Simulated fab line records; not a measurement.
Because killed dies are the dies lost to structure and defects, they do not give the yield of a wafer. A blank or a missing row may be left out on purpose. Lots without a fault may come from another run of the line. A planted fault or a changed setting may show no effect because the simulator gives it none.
Struck lot and sound lot, side by side || flow sky130 || 14 steps out of a route of 708
Sound: these wafers, L428.1, L428.2, L428.6. Wafers struck: L422.2, L422.3, L422.5. At the end, the cause is stated.
Per side, at each step with rows, come the tool, then ch with its chambers, and then its first start. Under that, the readings that differ: sound wafers || struck wafers || difference of the means || sigmas: that difference in standard deviations of wafers without a fault.
alike: a reading whose means differ by less than 2 such deviations, as well as words and numbers matching on both sides. not compared: withheld readings; readings where some wafer has no value; bounds like >300 that might hide an equal value; numbers whose values overlap and for which the record gives no deviation.
A row with sigmas, a row that says differs or no value, or rows on one side alone: a step with any of these is where the two part. Numbers that don't overlap but have no deviation are shown without sigmas and don't part them. A reading that every wafer of one side lacks parts them only if that side has two wafers or more.

first, 3 steps without rows for these wafers: SKY_METAL1_EXPOSE_12 (exposes mask MM1, target cd 140 nm); SKY_METAL1_PEB_13; SKY_METAL1_DEVELOP_14 (develop time 60 s).
SKY_METAL1_CD_MEAS_15 targets a cd of 140 nm.
  sound: cd-sem-01 at day 38 16:47; struck: cd-sem-01 at day 36 21:05
  alike: cd-nm
SKY_METAL1_OVL_MEAS_16:
  sound: overlay-01 at day 38 16:54; struck: overlay-01 at day 36 21:11
  alike: METAL1_OVL
SKY_METAL1_DESCUM_17: chemistry O2, time 8 s.
  sound on rie-metal-04 ch 0,1, day 38 16:56; struck on rie-metal-04 ch 0,1, day 36 21:13
  alike: drypump-motor-current-A, oes-product-au, rf-fwd-power-W
  not compared: rf-hours-counter-h
SKY_METAL1_ETCH_18: etches BARC in N2/H2, stops on SiO2, time 45.9 s, target depth 60 nm.
  sound on rie-metal-04 ch 0,1, day 38 16:58; struck on rie-metal-04 ch 0,1, day 36 21:15
  alike: drypump-motor-current-A, n2-flow-sccm, oes-product-au, rf-fwd-power-W, throttle-valve-pct
  not compared: rf-hours-counter-h
SKY_METAL1_METAL_ETCH_19: etches the open film in Cl2/BCl3, stops on SiO2, target depth 360 nm, time 78 s.
  sound on rie-metal-04 ch 0,1, day 38 17:02; struck on rie-metal-04 ch 0,1, day 36 21:19
  alike: drypump-motor-current-A, oes-product-au, rf-fwd-power-W, throttle-valve-pct
  not compared: rf-hours-counter-h
SKY_METAL1_STRIP_20: strips in O2/N2.
  sound on plasma-asher-03 ch 0,1, day 38 17:07; struck on plasma-asher-04 ch 1, day 36 21:24
{"reading": "n2-flow-sccm (sccm)", "sound": "299.9 297.4 298.4", "struck": "300.7 299.9 301.9", "difference": "+2.3", "sigmas": "+2"}
  alike: drypump-motor-current-A, oes-product-au, strip-time-to-endpoint-s
  not compared: rf-hours-counter-h
then, 3 steps without rows for these wafers: SKY_METAL1_STRIP_21 (strips in post etch residue remover, time 1200 s); SKY_METAL1_CLEAN_22 (cleans in IPA, time 180 s); SKY_METAL1_CLEAN_23 (cleans in O3/DIW).
SKY_VIA1_HDPCVD_00: deposits SiO2, target thk 1030 nm, time 171.7 s.
  sound on hdpcvd-01 ch 1,2, day 38 17:44; struck on hdpcvd-01 ch 1,2, day 36 22:04
  no value came back on the struck wafers for pressure-mtorr (mTorr), run-length-s (s), susceptor-temp-C (C); on the sound wafers pressure-mtorr (mTorr) reads 6.005 6.015 5.984
SKY_PAD_OPEN_PROBE_99:
  the record has rows for the sound wafers here (prober-01, day 50 12:27) and none for the struck ones

WHERE THEY PART
Last at SKY_PAD_OPEN_PROBE_99 as far as this record goes, first at SKY_METAL1_STRIP_20.

WHY: what had been put in by the simulator
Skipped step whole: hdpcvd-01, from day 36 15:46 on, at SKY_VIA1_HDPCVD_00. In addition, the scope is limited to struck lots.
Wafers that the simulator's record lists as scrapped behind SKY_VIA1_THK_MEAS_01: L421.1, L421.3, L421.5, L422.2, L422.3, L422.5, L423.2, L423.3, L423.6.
